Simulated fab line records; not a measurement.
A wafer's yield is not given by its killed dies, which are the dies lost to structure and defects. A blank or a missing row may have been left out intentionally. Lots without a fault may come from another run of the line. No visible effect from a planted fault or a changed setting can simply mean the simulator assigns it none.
A struck lot beside a sound one / flow sky130 / 35 steps out of a route of 708
Sound: the wafers L983.1, L983.4, L983.6. Wafers L999.1, L999.2, L999.3 were the ones struck. The cause comes at the end.
At each step with rows: each side's tool, then ch and its chambers, then its first start. Under that, the readings that differ: sound wafers / struck wafers / difference of the means / sigmas: that difference in standard deviations of wafers without a fault.
alike: words and numbers the same on both sides, and readings whose means are apart by under 2 such deviations; not compared: readings that were withheld, readings missing a value for some wafer, numbers with overlapping values and no deviation given by the record, and bounds like >300 which may hide the same value.
The two part at a step that has a row with sigmas, a row that says differs or no value, or rows on one side only. Numbers that don't overlap but have no deviation are shown without sigmas and don't part them. Lack of a reading on every wafer of one side parts them only where that side has two or more wafers.

first, 10 steps without rows for these wafers: SKY_VIA2_DEHYDRATE_04 (time 60 s); SKY_VIA2_HMDS_05 (prime time 60 s); SKY_VIA2_COAT_06 (resist thk 60 nm); SKY_VIA2_COAT_07 (resist thk 450 nm); SKY_VIA2_SOFTBAKE_08 (time 91.75 s); SKY_VIA2_EXPOSE_09 (exposes mask VIM2, target cd 200 nm); SKY_VIA2_PEB_10; SKY_VIA2_DEVELOP_11 (develop time 60 s); SKY_VIA2_ETCH_14 (etches BARC in N2/H2, stops on SiO2, time 45.9 s, target depth 60 nm); SKY_VIA2_ETCH_15 (etches SiO2 in C4F8/O2/Ar, stops on TiN, target depth 546 nm, time 84 s).
SKY_VIA2_STRIP_16: strips in O2/N2.
  sound on plasma_asher-01 ch 0, day 36 00:29; struck on plasma_asher-02 ch 0,1, day 41 21:08
  alike: drypump_motor_current_A, oes_product_au, strip_time_to_endpoint_s
  not compared: rf_hours_counter_h
then, 23 steps without rows for these wafers: SKY_VIA2_STRIP_17 (strips in post etch residue remover, time 1200 s); SKY_VIA2_CLEAN_18 (cleans in IPA, time 180 s); SKY_VIA2_CLEAN_19 (cleans in O3/DIW); SKY_VIA2_SPUTTER_20 (material TiN, target thk 20 nm, time 80 s); SKY_VIA2_CVD_21 (deposits W, target thk 420 nm, time 126.4 s); SKY_VIA2_CMP_24 (polishes, stops on SiO2, t overpolish 20 s, target thk 0 nm); SKY_METAL3_SPUTTER_00 (material Ti, target thk 15 nm, time 10 s); SKY_METAL3_SPUTTER_01 (material TiN, target thk 20 nm, time 16.7 s); SKY_METAL3_SPUTTER_02 (material AlCu, target thk 735 nm, time 39.1 s); SKY_METAL3_SPUTTER_03 (material Ti, target thk 5 nm, time 3.3 s); SKY_METAL3_SPUTTER_04 (material TiN, target thk 70 nm, time 58.3 s); SKY_CAPM_CVD_00 (deposits SiO2, target thk 15.5 nm); SKY_CAPM_SPUTTER_02 (material TiN, target thk 200 nm, time 166.7 s); SKY_CAPM_DEHYDRATE_05 (time 60 s); SKY_CAPM_HMDS_06 (prime time 60 s); SKY_CAPM_COAT_07 (resist thk 1140 nm); SKY_CAPM_SOFTBAKE_08 (time 60 s); SKY_CAPM_EXPOSE_09 (exposes mask CAPM, target cd 1000 nm); SKY_CAPM_PEB_10; SKY_CAPM_DEVELOP_11 (develop time 58.01 s); SKY_CAPM_METAL_ETCH_13 (etches TiN in Cl2/BCl3, stops on SiO2, target depth 220 nm, time 62.9 s); SKY_CAPM_STRIP_14 (strips in O2/N2); SKY_CAPM_STRIP_15 (strips in post etch residue remover, time 1200 s).
-- the record jumps here: 8 days lie between the struck wafers' starts before and after (it left off in module CAPM and takes up again in module PAD_OPEN, whose first step shown is number 708 of the route) --
SKY_PAD_OPEN_PROBE_99:
  record: rows for the struck wafers here (prober-01, day 50 02:59), none for the sound ones

## WHERE THEY PART
SKY_PAD_OPEN_PROBE_99 only, going by this record.

WHY: whatever the simulator had introduced
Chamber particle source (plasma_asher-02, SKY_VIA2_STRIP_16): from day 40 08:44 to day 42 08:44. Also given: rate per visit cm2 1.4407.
